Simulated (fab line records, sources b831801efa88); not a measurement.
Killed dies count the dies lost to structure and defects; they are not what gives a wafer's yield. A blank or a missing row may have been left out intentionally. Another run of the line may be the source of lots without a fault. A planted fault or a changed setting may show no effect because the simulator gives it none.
Which tool did it? + flow sky130 + 13 lots with 39 wafers sampled at 2 steps, on a route of 708 steps

## WHAT THE GAUGES READ, wafer by wafer
SKY_PWDE_OVL_MEAS_07.
| lot  | measured    | on         | PWDE_OVL (nm)  |
|------|-------------|------------|----------------|
| L987 | day 4 03:40 | overlay-01 | 2.0 1.2 1.1    |
| L988 | day 4 04:28 | overlay-01 | -2.3 -0.6 -2.1 |
| L990 | day 4 11:25 | overlay-02 | -0.3 -0.2 -1.1 |
| L991 | day 4 17:58 | overlay-02 | -0.4 0.9 0.5   |
| L993 | day 5 06:34 | overlay-01 | -1.0 -2.4 -2.7 |
| L996 | day 5 22:47 | overlay-02 | -0.3 0.0 0.8   |
| L997 | day 6 07:31 | overlay-01 | 0.7 1.2 -0.8   |
| L998 | day 6 12:10 | overlay-01 | -0.8 1.2 -0.2  |
| L100 | day 6 21:19 | overlay-02 | -1.3 -0.6 -0.9 |
| L106 | day 8 08:04 | overlay-02 | 0.8 0.9 -0.2   |
| L107 | day 8 11:40 | overlay-01 | -1.0 -1.8 -1.0 |
| L108 | day 8 15:13 | overlay-02 | -1.6 -0.1 -0.7 |
| L109 | day 8 21:20 | overlay-02 | -1.7 0.3 -1.9  |

SKY_VT_ADJUST_LVTN_TW_MEAS_10.
| lot  | measured     | on            | VT_ADJUST_LVTN_TW |
|------|--------------|---------------|-------------------|
| L987 | day 7 04:34  | film metro-04 | 240.7 241.2 242.1 |
| L988 | day 7 06:15  | film metro-02 | 241.9 242.7 240.8 |
| L990 | day 7 14:31  | film metro-03 | 238.0 239.0 237.6 |
| L991 | day 7 20:19  | film metro-04 | 241.0 240.2 240.2 |
| L993 | day 8 10:52  | film metro-04 | 242.6 241.0 240.8 |
| L996 | day 9 03:52  | film metro-04 | 243.0 241.4 242.5 |
| L997 | day 9 15:34  | film metro-02 | 240.0 240.7 240.7 |
| L998 | day 9 21:22  | film metro-03 | 239.7 239.7 239.8 |
| L100 | day 10 08:13 | film metro-03 | 240.6 239.7 238.8 |
| L106 | day 11 22:13 | film metro-03 | 240.1 238.2 239.5 |
| L107 | day 12 02:40 | film metro-04 | 243.1 241.1 241.9 |
| L108 | day 12 07:36 | film metro-04 | 242.6 242.7 242.5 |
| L109 | day 12 14:46 | film metro-02 | 240.5 240.3 240.3 |

## TOOL THAT RAN EACH LOT (tool first, then ch and the chambers of the sampled wafers, then the start)
Before these readings, the record contains no process step.

## AS READ BY THE TOOLS THEMSELVES (means over the sampled wafers that have a number; for cases with no such wafer, the mark the record gives instead)
The record holds no such reading with a usual standard deviation.

## THE ANSWER, worked out from the rows above alone
Rule: the usual values come from the lots themselves. The widest of any qualifying gaps counts: lots, ordered by their means at a reading, are off when they make up no more than a third of the lots, leave a main group of 4 or more, and stand apart from it by 3 or more times the standard deviation of that group's means. Not used: any main group whose means are identical at the precision the tables above print for the reading. A lot without any number at a reading at which 4 lots or more have one is off too. The other lots that the step has rows for count as sound. The gauges are gone through in route order, then the tools' own readings, and for those a lot's mean is taken as printed above. The first step at which some lot is off is used, and at that step the reading that is off furthest; a lot without a number counts as furthest.
None of the lots is off at any reading shown; this tells nothing.

## WHAT WAS PUT IN BY THE SIMULATOR
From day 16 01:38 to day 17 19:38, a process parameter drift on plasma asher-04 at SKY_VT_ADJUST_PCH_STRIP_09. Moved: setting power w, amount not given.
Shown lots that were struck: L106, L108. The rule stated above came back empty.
